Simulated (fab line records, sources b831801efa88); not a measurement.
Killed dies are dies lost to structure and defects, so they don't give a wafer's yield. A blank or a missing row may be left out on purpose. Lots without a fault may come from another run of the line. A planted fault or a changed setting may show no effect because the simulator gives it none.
Problem report in the 8D (eight disciplines) form, filled by code | flow sky130 | the parts of the form that need people (team, actions taken, sign-off) are left out

1. THE PROBLEM
cd_nm at SKY_VIA1_CD_MEAS_12 reads a mean of 124.1 nm on 5 wafers of 3 lots; wafers without a fault read 150.4 nm with a standard deviation of 1.7. That is -15 standard deviations from the usual mean.
The step: target cd 150 nm.
First seen on wafer L667.1, day 37 07:18, on cd_sem-02. The record holds 45 wafers of 15 lots with a number at this step. Rule for "out", or "out of limits": more than 4 standard deviations from the usual mean. The other wafers with a number count as sound.

2. WHAT IT IS AND WHAT IT IS NOT
question                    | is                                     | is not
which readings at this step | cd_nm                                  | -
which lots                  | L667, L668, L670                       | L659, L661, L662, L663, L666, L672, L677, L678, L679, L680, L681, L682
which wafers of those lots  | L667.1, L667.2, L668.1, L668.6, L670.2 | L667.4, L668.4, L670.4, L670.5
read on which gauges        | cd_sem-01, cd_sem-02                   | -
when                        | from day 37 07:18                      | up to then (16 sound wafers); but 24 sound wafers of L668, L670, L672, L677, L678, L679, L680, L681, L682 came after

3. SUSPECTS, AND WHAT RULES EACH OUT
Counting: a tool at a process step up to the reading stays a suspect if it ran every lot that is out. Sound lots after the first of them don't rule it out here, since some wafers of a struck lot are sound.
- the gauge at SKY_VIA1_CD_MEAS_12: ruled out. The wafers that are out were read on 2 gauges (cd_sem-01, cd_sem-02).
- krf_scanner-01 at SKY_VIA1_EXPOSE_09 (exposes mask VIM, target cd 150 nm): kept. It ran every lot that is out, first L667 (day 36 18:16); its last sound lot up to then is L666 (day 35 22:46).
Left after counting: krf_scanner-01 at SKY_VIA1_EXPOSE_09.

4. THE CAUSE (what the simulator had put in)
Process parameter drift: krf_scanner-01, from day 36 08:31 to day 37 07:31, at SKY_VIA1_EXPOSE_09. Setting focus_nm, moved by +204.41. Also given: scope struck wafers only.
Counting left only this tool.

5. THE CHAIN OF EFFECTS, in route order
Each row: a reading whose mean over the struck wafers that have a number lies more than 3 standard deviations from the usual. Only readings for which the record gives a usual standard deviation are gone through. hours: the time from each lot's start at the first step in this table that gives one to its start at this step, as a median over the lots. sigmas: the change in usual standard deviations.
hours | step                | reading | usual    | on struck wafers | change | sigmas
0     | SKY_VIA1_CD_MEAS_12 | cd_nm   | 150.4 nm | 124.1            | -26.3  | -15

6. WHAT WOULD HAVE CAUGHT IT SOONER
In this record the first reading out of limits at a measuring or inspecting step was taken at day 37 07:18, 23 hours after the fault began at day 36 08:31.
Of the tool readings at SKY_VIA1_EXPOSE_09 for which the record gives a usual standard deviation, none was out on any struck wafer, so an alarm limit of 4 standard deviations on them would not have fired.
All the lots that are out (3) had begun SKY_VIA1_EXPOSE_09 on krf_scanner-01 by day 37 07:18. A hold on the tool at that time would have spared none of them.
